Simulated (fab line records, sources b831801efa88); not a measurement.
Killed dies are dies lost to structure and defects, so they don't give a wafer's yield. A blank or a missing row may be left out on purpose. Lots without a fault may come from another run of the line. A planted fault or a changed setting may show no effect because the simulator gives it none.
Problem report in the 8D (eight disciplines) form, filled by code | flow sky130 | the parts of the form that need people (team, actions taken, sign-off) are left out

1. THE PROBLEM
killed_at_other at SKY_PAD_OPEN_PROBE_99 reads a mean of 13.0 on 9 wafers of 3 lots; wafers without a fault read 0.3 with a standard deviation of 0.63. That is +20 standard deviations from the usual mean.
First seen on wafer L599.2, day 46 14:31, on prober-02. The record holds 15 wafers of 5 lots with a number at this step. Rule for "out", or "out of limits": more than 4 standard deviations from the usual mean. The other wafers with a number count as sound.

2. WHAT IT IS AND WHAT IT IS NOT
question                    | is                     | is not
which readings at this step | killed_at_other        | killed_at_M0_to_M3, killed_at_M4_up
which lots                  | L599, L600, L604       | L598, L615
which wafers of those lots  | all that have a number | -
read on which tools         | prober-01, prober-02   | -
when                        | from day 46 14:31      | up to then (3 sound wafers); but 3 sound wafers of L615 came after

3. SUSPECTS, AND WHAT RULES EACH OUT
Counting: a tool at a process step up to the reading stays a suspect if it ran every lot that is out and no sound lot after the first of them.
- iline_stepper-02 at SKY_RES_PROTECT_EXPOSE_04 (exposes mask RPM, target cd 1270 nm): kept. It ran every lot that is out, first L599 (day 15 19:28), and no sound lot after that; its last sound lot up to then is L598 (day 15 12:08).
Left after counting: iline_stepper-02 at SKY_RES_PROTECT_EXPOSE_04.

4. THE CAUSE (what the simulator had put in)
Scanner matching overlay: iline_stepper-02, from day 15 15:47 on, at SKY_RES_PROTECT_EXPOSE_04. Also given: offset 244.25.
Counting left only this tool.

5. THE CHAIN OF EFFECTS, in route order
Each row: a reading whose mean over the struck wafers that have a number lies more than 3 standard deviations from the usual. Only readings for which the record gives a usual standard deviation are gone through. hours: the time from each lot's start at the first step in this table that gives one to its start at this step, as a median over the lots. sigmas: the change in usual standard deviations.
hours | step                  | reading         | usual | on struck wafers | change | sigmas
0     | SKY_PAD_OPEN_PROBE_99 | killed_at_other | 0.3   | 13.0             | +12.7  | +20
The process steps in it:
- SKY_PAD_OPEN_PROBE_99

6. WHAT WOULD HAVE CAUGHT IT SOONER
In this record the first reading out of limits was taken at day 46 14:31, 743 hours after the fault began at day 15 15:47.
Of the tool readings at SKY_RES_PROTECT_EXPOSE_04 for which the record gives a usual standard deviation, none was out on any struck wafer, so an alarm limit of 4 standard deviations on them would not have fired.
All the lots that are out (3) had begun SKY_RES_PROTECT_EXPOSE_04 on iline_stepper-02 by day 46 14:31. A hold on the tool at that time would have spared none of them.
